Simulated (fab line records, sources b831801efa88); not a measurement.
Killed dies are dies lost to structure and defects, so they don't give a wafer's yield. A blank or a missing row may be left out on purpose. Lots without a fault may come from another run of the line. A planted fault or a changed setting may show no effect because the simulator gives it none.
A struck lot beside a sound one | flow sky130 | 15 steps out of a route of 708
Sound: wafers L392.1, L392.5, L392.6. Struck: wafers L407.2, L407.5, L407.6. The cause comes at the end.
At each step with rows: each side's tool, then ch and its chambers, then its first start. Under that, the readings that differ: sound wafers | struck wafers | difference of the means | sigmas: that difference in standard deviations of wafers without a fault.
alike: readings whose means differ by less than 2 such deviations, and words and numbers that are the same on both sides. not compared: withheld readings, readings that some wafer has no value for, bounds like >300 that may hide the same value, and numbers for which the record gives no deviation and whose values overlap.
The two part at a step that has a row with sigmas, a row that says differs or no value, or rows on one side only. Numbers that don't overlap but have no deviation are shown without sigmas and don't part them. A reading that every wafer of one side lacks parts them only if that side has two wafers or more.

first, 3 steps without rows for these wafers: SKY_METAL1_EXPOSE_12 (exposes mask MM1, target cd 140 nm); SKY_METAL1_PEB_13; SKY_METAL1_DEVELOP_14 (develop time 60 s).
SKY_METAL1_CD_MEAS_15: target cd 140 nm.
  sound on cd_sem-01, day 35 04:20; struck on cd_sem-01, day 39 10:06
  alike: cd_nm
SKY_METAL1_OVL_MEAS_16:
  sound on overlay-02, day 35 04:27; struck on overlay-02, day 39 10:13
  alike: METAL1_OVL
SKY_METAL1_DESCUM_17: chemistry O2, time 8 s.
  sound on rie_metal-02 ch 0,1, day 35 04:29; struck on rie_metal-02 ch 0,1, day 39 10:14
  alike: drypump_motor_current_A, oes_product_au, rf_fwd_power_W
  not compared: rf_hours_counter_h
SKY_METAL1_ETCH_18: etches BARC in N2/H2, stops on SiO2, time 45.9 s, target depth 60 nm.
  sound on rie_metal-02 ch 0,1, day 35 04:31; struck on rie_metal-02 ch 0,1, day 39 10:16
  alike: drypump_motor_current_A, oes_product_au, rf_fwd_power_W, throttle_valve_pct
  not compared: rf_hours_counter_h
SKY_METAL1_METAL_ETCH_19: etches the open film in Cl2/BCl3, stops on SiO2, target depth 360 nm, time 78 s.
  sound on rie_metal-02 ch 0,1, day 35 04:35; struck on rie_metal-02 ch 0,1, day 39 10:20
  alike: drypump_motor_current_A, oes_product_au, rf_fwd_power_W, throttle_valve_pct
  not compared: rf_hours_counter_h
SKY_METAL1_STRIP_20: strips in O2/N2.
  sound on plasma_asher-01 ch 0,1, day 35 04:40; struck on plasma_asher-01 ch 0,1, day 39 10:25
  alike: drypump_motor_current_A, oes_product_au, strip_time_to_endpoint_s
  not compared: rf_hours_counter_h
then, 3 steps without rows for these wafers: SKY_METAL1_STRIP_21 (strips in post etch residue remover, time 1200 s); SKY_METAL1_CLEAN_22 (cleans in IPA, time 180 s); SKY_METAL1_CLEAN_23 (cleans in O3/DIW).
SKY_VIA1_HDPCVD_00: deposits SiO2, target thk 1030 nm, time 171.7 s.
  sound on hdpcvd-02 ch 0,1,2, day 35 05:16; struck on hdpcvd-02 ch 1,2, day 39 11:03
  reading                                  | sound             | struck            | difference | sigmas
  sih4_flow_sccm (sccm)                    | 60.13 60.06 60.03 | 48.32 48.11 48.17 | -11.87     | -74
  model.SiO2_of_VIA1_HDPCVD_00.thk_nm (nm) | 1047 1042 1048    | 827.3 841.5 829.9 | -212.8     |
  alike: pressure_mtorr
SKY_VIA1_THK_MEAS_01:
  sound on film_metro-02, day 35 05:23; struck on film_metro-03, day 39 11:11
  reading              | sound          | struck      | difference | sigmas
  VIA1_HDPCVD_THK (nm) | 1047 1042 1048 | 827 842 830 | -213       | -23
SKY_VIA1_CMP_02: polishes SiO2.
  sound on cmp-01 ch 0,1, day 35 05:29; struck on cmp-02 ch 0,1,3, day 39 11:23
  alike: motor_current_A, slurry_filter_dp_kPa

WHERE THEY PART
First at SKY_VIA1_HDPCVD_00; last, within this record, at SKY_VIA1_THK_MEAS_01. Later steps at which nothing parts them and some readings are alike: SKY_VIA1_CMP_02.

WHY: what the simulator had put in
Process parameter drift: hdpcvd-02, from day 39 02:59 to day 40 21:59, at SKY_VIA1_HDPCVD_00. Setting sih4_flow_sccm, moved by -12, from 60. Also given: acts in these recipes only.
